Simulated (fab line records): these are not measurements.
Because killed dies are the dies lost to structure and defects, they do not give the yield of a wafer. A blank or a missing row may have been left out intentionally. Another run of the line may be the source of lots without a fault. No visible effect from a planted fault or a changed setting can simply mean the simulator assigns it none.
Which tool is to blame?    flow sky130    Sampling: 12 lots, 36 wafers, 4 of 708 route steps

== WHAT THE GAUGES SHOWED, per wafer ==
SKY_METAL5_THK_MEAS_06: measures by xrf. Usual: METAL5_ALCU_THK 1143 nm, standard deviation 15.
lot   measured      on             METAL5_ALCU_THK (nm)  flag
L805  day 44 13:44  film-metro-02  1157 1168 1178        
L808  day 44 14:45  film-metro-04  1125 1141 1133        
L807  day 44 15:19  film-metro-02  1140 1160 1150        
L813  day 45 09:05  film-metro-04  1147 1155 1151        
L812  day 45 10:52  film-metro-02  1136 1150 1146        
L815  day 46 09:29  film-metro-02  1162 1155 1177        
L814  day 46 09:47  film-metro-04  1122 1117 1131        
L819  day 47 04:25  film-metro-04  1138 1124 1135        
L820  day 47 05:15  film-metro-04  1139 1127 1143        
L823  day 48 01:58  film-metro-02  1143 1150 1146        
L824  day 48 13:16  film-metro-02  1173 1145 1151        
L827  day 48 13:10  film-metro-04  1143 1147 1157        

== EACH LOT AND THE TOOL THAT RAN IT (in order: tool; ch and the chambers of the sampled wafers; start) ==
lot   SKY_LI_CONTACT_STRIP_16               SKY_VIA3_STRIP_16                     SKY_METAL4_ETCH_16
L805  plasma-asher-03 ch 0,1, day 30 13:39  plasma-asher-03 ch 0,1, day 41 10:08  rie-metal-01 ch 0,1, day 43 12:30
L808  plasma-asher-03 ch 0,1, day 30 17:07  plasma-asher-01 ch 0,1, day 41 11:26  rie-metal-03 ch 0, day 43 13:31
L807  plasma-asher-04 ch 0,1, day 30 19:03  plasma-asher-02 ch 0,1, day 41 11:49  rie-metal-04 ch 0,1, day 43 13:52
L813  plasma-asher-01 ch 0,1, day 32 02:58  plasma-asher-03 ch 0, day 42 07:38    rie-metal-01 ch 0,1, day 44 08:31
L812  plasma-asher-04 ch 0,1, day 32 05:42  plasma-asher-02 ch 0,1, day 42 09:23  rie-metal-01 ch 0,1, day 44 09:49
L815  plasma-asher-04 ch 0,1, day 33 08:19  plasma-asher-01 ch 0,1, day 43 10:23  rie-metal-03 ch 1, day 45 08:12
L814  plasma-asher-04 ch 0,1, day 33 10:43  plasma-asher-01 ch 0,1, day 43 11:29  rie-metal-03 ch 0,1, day 45 09:06
L819  plasma-asher-04 ch 0,1, day 34 06:19  plasma-asher-03 ch 0,1, day 44 06:23  rie-metal-04 ch 0,1, day 46 04:43
L820  plasma-asher-03 ch 0,1, day 34 06:21  plasma-asher-02 ch 0,1, day 44 07:26  rie-metal-01 ch 0,1, day 46 05:04
L823  plasma-asher-04 ch 0,1, day 35 15:21  plasma-asher-03 ch 0,1, day 45 06:38  rie-metal-03 ch 0,1, day 47 03:01
L824  plasma-asher-04 ch 0, day 36 01:18    plasma-asher-03 ch 0,1, day 45 16:59  rie-metal-01 ch 0,1, day 47 14:52
L827  plasma-asher-03 ch 0,1, day 36 03:13  plasma-asher-01 ch 0,1, day 45 17:14  rie-metal-04 ch 0,1, day 47 14:31
- SKY_LI_CONTACT_STRIP_16: strips in O2/N2.
- SKY_VIA3_STRIP_16: strips in O2/N2.
- SKY_METAL4_ETCH_16: etches BARC in N2/H2, stops on SiO2, time 88.2 s, target depth 60 nm.

== AS READ BY THE TOOLS THEMSELVES (means over the sampled wafers that have a number; for cases with no such wafer, the mark the record gives instead) ==
SKY_LI_CONTACT_STRIP_16. Usual: drypump-motor-current-A 5.73 A, standard deviation 0.27; oes-product-au 0.376 a.u., standard deviation 0.0049; strip-time-to-endpoint-s 3.50 s, standard deviation 0.034.
lot   tool             drypump-motor-current-A (A)  oes-product-au (a.u.)  strip-time-to-endpoint-s (s)  flag
L805  plasma-asher-03  5.76                         0.373                  3.51                          
L808  plasma-asher-03  5.78                         0.375                  3.47                          
L807  plasma-asher-04  5.86                         0.372                  3.48                          
L813  plasma-asher-01  5.74                         0.374                  3.48                          
L812  plasma-asher-04  5.87                         0.370                  3.47                          
L815  plasma-asher-04  5.87                         0.376                  3.51                          
L814  plasma-asher-04  5.87                         0.372                  3.51                          
L819  plasma-asher-04  5.74                         0.378                  3.46                          
L820  plasma-asher-03  5.51                         0.377                  3.53                          
L823  plasma-asher-04  5.73                         0.380                  3.51                          
L824  plasma-asher-04  5.57                         0.377                  3.53                          
L827  plasma-asher-03  5.53                         0.375                  3.49                          

SKY_VIA3_STRIP_16. Usual: drypump-motor-current-A 5.7 A, standard deviation 0.34; oes-product-au 0.403 a.u., standard deviation 0.0046; strip-time-to-endpoint-s 4.147 s, standard deviation 0.025.
lot   tool             drypump-motor-current-A (A)  oes-product-au (a.u.)  strip-time-to-endpoint-s (s)  flag
L805  plasma-asher-03  5.8                          0.401                  4.145                         
L808  plasma-asher-01  5.8                          0.403                  4.133                         
L807  plasma-asher-02  5.6                          0.405                  4.150                         
L813  plasma-asher-03  6.0                          0.404                  4.147                         
L812  plasma-asher-02  5.9                          0.401                  4.131                         
L815  plasma-asher-01  5.8                          0.399                  4.140                         
L814  plasma-asher-01  5.7                          0.407                  4.172                         
L819  plasma-asher-03  5.6                          0.405                  4.122                         
L820  plasma-asher-02  5.6                          0.404                  4.167                         
L823  plasma-asher-03  5.6                          0.401                  4.154                         
L824  plasma-asher-03  5.5                          0.404                  4.164                         
L827  plasma-asher-01  5.8                          0.403                  4.154                         

SKY_METAL4_ETCH_16. Usual: drypump-motor-current-A 5.9 A, standard deviation 0.38; he-backside-leak-sccm 3.4 sccm, standard deviation 0.33; oes-product-au 0.626 a.u., standard deviation 0.004; rf-fwd-power-W 496.0 W, standard deviation 1.8; throttle-valve-pct 13.205 %, standard deviation 0.0096.
lot   tool          drypump-motor-current-A (A)  he-backside-leak-sccm (sccm)  oes-product-au (a.u.)  rf-fwd-power-W (W)  throttle-valve-pct (%)  flag
L805  rie-metal-01  6.1                          3.4                           0.628                  496.8               13.198                  
L808  rie-metal-03  5.5                          3.1                           0.628                  499.0               13.214                  
L807  rie-metal-04  6.1                          3.3                           0.624                  494.8               13.202                  
L813  rie-metal-01  6.2                          3.5                           0.628                  496.3               13.208                  
L812  rie-metal-01  6.1                          3.4                           0.623                  498.0               13.205                  
L815  rie-metal-03  6.0                          3.4                           0.626                  493.5               13.203                  
L814  rie-metal-03  5.7                          3.4                           0.630                  497.0               13.205                  
L819  rie-metal-04  6.0                          3.5                           0.628                  497.2               13.213                  
L820  rie-metal-01  6.2                          3.5                           0.628                  496.3               13.203                  
L823  rie-metal-03  5.8                          3.7                           0.623                  496.2               13.216                  
L824  rie-metal-01  6.1                          4.2                           0.625                  497.6               13.211                  
L827  rie-metal-04  6.0                          3.4                           0.624                  496.6               13.206                  

== THE ANSWER, worked out from the rows above alone ==
Rule: a lot is off if the mean of its wafers that have a number lies more than 3 standard deviations from the usual mean. A lot without any number at a reading at which 4 lots or more have one is off too. Any other lot the step has rows for is counted as sound. After the gauges, taken in route order, come the tools' own readings; for these a lot's mean is taken, as printed above. The first step at which some lot is off is used, and at that step the reading that is off furthest; a lot without a number counts as furthest.
Nothing can be told from this: no lot is off at any reading shown.

== WHAT THE SIMULATOR HAD INSERTED ==
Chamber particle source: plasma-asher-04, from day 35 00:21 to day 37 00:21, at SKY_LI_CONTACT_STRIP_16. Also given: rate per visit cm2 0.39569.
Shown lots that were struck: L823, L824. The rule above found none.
